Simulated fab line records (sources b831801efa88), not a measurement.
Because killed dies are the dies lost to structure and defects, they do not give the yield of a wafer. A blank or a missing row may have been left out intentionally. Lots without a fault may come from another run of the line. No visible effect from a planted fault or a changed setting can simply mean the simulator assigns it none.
A struck lot beside a sound one ; flow sky130 ; 14 out of 708 route steps
Sound: these wafers, L755.3, L755.4, L755.6. Struck: wafers L750.2, L750.4, L750.5. Last of all comes the cause.
For every step that has rows: the tool of each side, followed by ch and its chambers, followed by its first start. Under that, the readings that differ: sound wafers ; struck wafers ; difference of the means ; sigmas: that difference in standard deviations of wafers without a fault.
alike: same words and numbers on both sides, and readings whose means sit less than 2 such deviations apart. not compared: any withheld reading, any reading some wafer has no value for, any bound like >300 that may hide the same value, and any number with overlapping values for which the record gives no deviation.
Wherever a step has rows on one side only, a row that says differs or no value, or a row with sigmas, the two part there. Non-overlapping numbers with no deviation appear without sigmas and do not part them. A reading missing from all wafers of one side parts the sides only when that side holds two or more wafers.

SKY_POLY_GATE_ETCH_17: etches poly-Si in HBr/Cl2, stops on SiO2, target depth 180 nm, time 70.5 s.
  sound on rie-si-02 ch 1,2,3, day 18 07:11; struck on rie-si-02 ch 0,1,3, day 16 20:09
  alike: HBr_flow_sccm, drypump-motor-current-A, oes-product-au, throttle-valve-pct
  not compared: rf-hours-counter-h
SKY_POLY_GATE_STRIP_18: strips in O2/N2.
  sound on plasma-asher-02 ch 0,1, day 18 07:17; struck on plasma-asher-04 ch 1, day 16 20:13
  alike: drypump-motor-current-A, oes-product-au, strip-time-to-endpoint-s
  not compared: rf-hours-counter-h
then, 2 steps without rows for these wafers: SKY_POLY_GATE_CLEAN_19 (cleans in SC1/SC2, time 150 s); SKY_POLY_GATE_OXIDATION_20 (stabilise 600 s, purge 300 s, target thk 4 nm).
SKY_POLY_GATE_THK_MEAS_21:
  sound: film-metro-01 at day 18 09:37; struck: film-metro-01 at day 16 22:00
  alike: POLY_GATE_OXIDATION_THK
SKY_POLY_GATE_CD_MEAS_22:
  sound: cd-sem-02 at day 18 09:43; struck: cd-sem-02 at day 16 22:05
  alike: cd-nm
then, 6 steps without rows for these wafers: SKY_LDD_N_DEHYDRATE_00 (time 60 s); SKY_LDD_N_HMDS_01 (prime time 60 s); SKY_LDD_N_COAT_02 (resist thk 300 nm); SKY_LDD_N_SOFTBAKE_03 (time 60 s); SKY_LDD_N_EXPOSE_04 (exposes mask NTM, target cd 840 nm); SKY_LDD_N_PEB_05.
SKY_LDD_N_DEVELOP_06: develop time 60 s.
  struck on litho-track-03, day 18 02:34; sound on litho-track-04 ch 0, day 19 15:25
  no value came back on the struck wafers for chill-plate-temp-C (C), develop-time-s (s), exhaust-pa (Pa); on the sound wafers chill-plate-temp-C (C) reads 23.10 23.00 23.20
SKY_LDD_N_OVL_MEAS_07:
  sound: overlay-02 at day 19 15:31; struck: overlay-02 at day 18 02:41
reading;sound;struck;difference;sigmas
LDD_N_OVL (nm);-2.1 -1.1 0.3;- - -;no value on the struck wafers;

WHERE THEY PART
First at SKY_LDD_N_DEVELOP_06; last, within this record, at SKY_LDD_N_OVL_MEAS_07.

WHY: what the simulator had put in
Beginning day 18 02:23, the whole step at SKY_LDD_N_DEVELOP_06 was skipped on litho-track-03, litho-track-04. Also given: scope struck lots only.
